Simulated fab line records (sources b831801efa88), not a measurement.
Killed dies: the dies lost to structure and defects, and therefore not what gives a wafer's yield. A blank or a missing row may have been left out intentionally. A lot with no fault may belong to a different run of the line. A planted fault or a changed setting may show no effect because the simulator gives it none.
Matching of chambers ; flow sky130 ; 4 sister chambers for SKY_FIELD_ISO_CMP_27 on cmp-02
The step polishes, stops on Si3N4, t overpolish 16 s, target thk 457.8 nm. 8 wafers are shown with their chamber, then 12 later ones without.

== WAFERS, EACH WITH ITS CHAMBER ==
wafer;chamber;motor_current_A (A);time_to_endpoint_s (s)
L079.6;2;12.1;110
L084.3;1;12.1;116
L084.6;0;10.1;119
L085.1;2;12.1;113
L085.6;3;12.9;114
L087.1;1;12.7;113
L087.2;3;12.7;110
L087.5;0;10.2;120

== WAFERS WHOSE CHAMBER IS MISSING ==
wafer;motor_current_A (A);time_to_endpoint_s (s)
L089.2;12.4;118
L089.4;13.1;114
L089.6;13.0;109
L090.1;13.4;113
L090.2;10.6;121
L090.5;10.3;122
L095.4;12.5;117
L095.5;12.1;115
L095.6;12.8;112
L096.1;12.2;115
L096.2;12.7;117
L096.3;13.1;112

== EACH ONE'S CHAMBER ==
wafer;from the rows above;in truth
L089.2;can't be placed: 1 or 3 or 2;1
L089.4;can't be placed: 3 or 1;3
L089.6;3;3
L090.1;can't be placed: 3 or 1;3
L090.2;0;0
L090.5;0;0
L095.4;can't be placed: 1 or 3 or 2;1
L095.5;can't be placed: 1 or 2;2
L095.6;3;3
L096.1;can't be placed: 1 or 2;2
L096.2;can't be placed: 1 or 3 or 2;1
L096.3;can't be placed: 3 or 1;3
Correct placement for 4 of the 12. These rows do not allow placing 8 (true chamber among the candidates in 8). 0 placed wrongly.
How it was worked out, from the rows above alone: a wafer's distance from a chamber is the root of the sum, over the readings, of the square of ((its reading less the chamber's mean) divided by the reading's scatter). If the next closest chamber is less than 2 further off than the closest, the wafer can't be placed; otherwise it belongs to the closest. A chamber's mean is the mean of its shown wafers. The scatter: take each reading less its chamber's mean, square it, sum over the shown wafers, divide by the number of wafers less the number of chambers, and take the root.
